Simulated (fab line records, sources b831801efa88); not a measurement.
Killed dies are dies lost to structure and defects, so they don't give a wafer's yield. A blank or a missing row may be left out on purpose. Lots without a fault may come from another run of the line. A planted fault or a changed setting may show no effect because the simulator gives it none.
Which tool did it? | flow sfq_line | 7 lots, 21 wafers sampled, at 7 steps of a route of 325

WHAT THE GAUGES READ, wafer by wafer
SFQ_I4_OVL_MEAS_928.
lot  | measured     | on         | I4_OVL (nm)
L816 | day 51 22:58 | overlay-02 | 9 11 8
L818 | day 52 02:34 | overlay-02 | -2 -5 -11
L820 | day 52 11:58 | overlay-02 | 16 14 16
L822 | day 52 22:53 | overlay-02 | 0 3 9
L825 | day 54 15:02 | overlay-02 | 4 4 9
L828 | day 55 22:14 | overlay-02 | - - -
L830 | day 56 13:20 | overlay-02 | - - -

WHICH TOOL RAN EACH LOT (tool, then ch and the chambers of the sampled wafers, then the start)
lot  | SFQ_TRILAYER_M0_BARC_OPEN_METAL_ETCH_031 | SFQ_TRILAYER_M0_ETCH_METAL_ETCH_024 | SFQ_TRILAYER_I0_VIA_LITHO_EXPOSE_032 | SFQ_TRILAYER_I0_VIA_BARC_OPEN_VIA_ETCH_046 | SFQ_TRILAYER_I0_VIA_ETCH_VIA_ETCH_034 | SFQ_TRILAYER_I3_METRO_MEASURE_083
L816 | rie_metal-04 ch 0, day 14 20:43          | rie_metal-04 ch 0, day 14 20:47     | krf_scanner-02 ch 0, day 20 18:40    | rie_diel-02 ch 0,1, day 20 20:13           | rie_diel-02 ch 0,1, day 20 20:15      | film_metro-04, day 40 18:20
L818 | rie_metal-03 ch 0,1, day 14 23:07        | rie_metal-03 ch 0,1, day 14 23:11   | krf_scanner-02 ch 0, day 20 22:16    | rie_diel-02 ch 0,1,2, day 20 23:49         | rie_diel-02 ch 0,1,2, day 20 23:51    | film_metro-04, day 40 21:43
L820 | rie_metal-03 ch 1, day 15 01:31          | rie_metal-03 ch 1, day 15 01:35     | krf_scanner-02 ch 0, day 21 06:52    | rie_diel-01 ch 0,1,2, day 21 08:13         | rie_diel-01 ch 0,1,2, day 21 08:15    | film_metro-02, day 41 06:32
L822 | rie_metal-04 ch 0,1, day 15 03:55        | rie_metal-04 ch 0,1, day 15 03:59   | krf_scanner-02 ch 0, day 21 12:40    | rie_diel-02 ch 1,2, day 21 14:13           | rie_diel-02 ch 1,2, day 21 14:16      | film_metro-02, day 41 13:41
L825 | rie_metal-04 ch 0,1, day 16 15:32        | rie_metal-04 ch 0,1, day 16 15:35   | krf_scanner-02 ch 0, day 23 00:52    | rie_diel-02 ch 2,3, day 23 02:13           | rie_diel-02 ch 2,3, day 23 02:15      | film_metro-04, day 42 22:53
L828 | rie_metal-04 ch 0,1, day 17 18:04        | rie_metal-04 ch 0,1, day 17 18:07   | krf_scanner-01, day 24 06:48         | rie_diel-02 ch 1,2,3, day 24 08:20         | rie_diel-02 ch 1,2,3, day 24 08:22    | film_metro-03, day 43 18:20
L830 | rie_metal-04 ch 0, day 18 15:42          | rie_metal-04 ch 0, day 18 15:52     | krf_scanner-02, day 25 05:25         | rie_diel-02 ch 0,2,3, day 25 06:34         | rie_diel-02 ch 0,2,3, day 25 06:36    | film_metro-02, day 44 12:04
- SFQ_TRILAYER_M0_BARC_OPEN_METAL_ETCH_031: etches BARC in O2, target depth 125 nm, time 41.7 s.
- SFQ_TRILAYER_M0_ETCH_METAL_ETCH_024: etches Nb in Cl2/Ar, stops on SiO2, target depth 240 nm, time 120 s.
- SFQ_TRILAYER_I0_VIA_LITHO_EXPOSE_032: exposes mask I0, target cd 500 nm.
- SFQ_TRILAYER_I0_VIA_BARC_OPEN_VIA_ETCH_046: etches BARC in O2, target depth 125 nm, time 41.7 s.
- SFQ_TRILAYER_I0_VIA_ETCH_VIA_ETCH_034: etches SiO2 in CHF3, stops on Nb, target depth 260 nm.
- SFQ_TRILAYER_I3_METRO_MEASURE_083

THE ANSWER, worked out from the rows above alone
Rule: what is usual is taken from the lots themselves. Put in order of their means at a reading, lots are off if they are a third of the lots or fewer, leave a main group of 4 or more, and stand apart from it by a gap of 3 or more times the standard deviation of the main group's means; of several such gaps the widest counts. A main group whose means are all the same, to the digits that the tables above print for the reading, isn't used. A lot without any number at a reading at which 4 lots or more have one is off too. The other lots that the step has rows for count as sound.
Off: L828, L830, at SFQ_I4_OVL_MEAS_928 (I4_OVL). Without a number there: L828, L830. The main group: mean 6 nm, standard deviation 7.
A tool fits if, at a process step before that reading, it ran every lot that is off, and no sound lot after the first of them. The gauges at SFQ_I4_OVL_MEAS_928 are tried like those tools. Can't be told from this: 3 tools fit, rie_metal-04 at SFQ_TRILAYER_M0_BARC_OPEN_METAL_ETCH_031 and SFQ_TRILAYER_M0_ETCH_METAL_ETCH_024, rie_diel-02 at SFQ_TRILAYER_I0_VIA_BARC_OPEN_VIA_ETCH_046 and SFQ_TRILAYER_I0_VIA_ETCH_VIA_ETCH_034, overlay-02 at SFQ_I4_OVL_MEAS_928.

WHAT THE SIMULATOR HAD PUT IN
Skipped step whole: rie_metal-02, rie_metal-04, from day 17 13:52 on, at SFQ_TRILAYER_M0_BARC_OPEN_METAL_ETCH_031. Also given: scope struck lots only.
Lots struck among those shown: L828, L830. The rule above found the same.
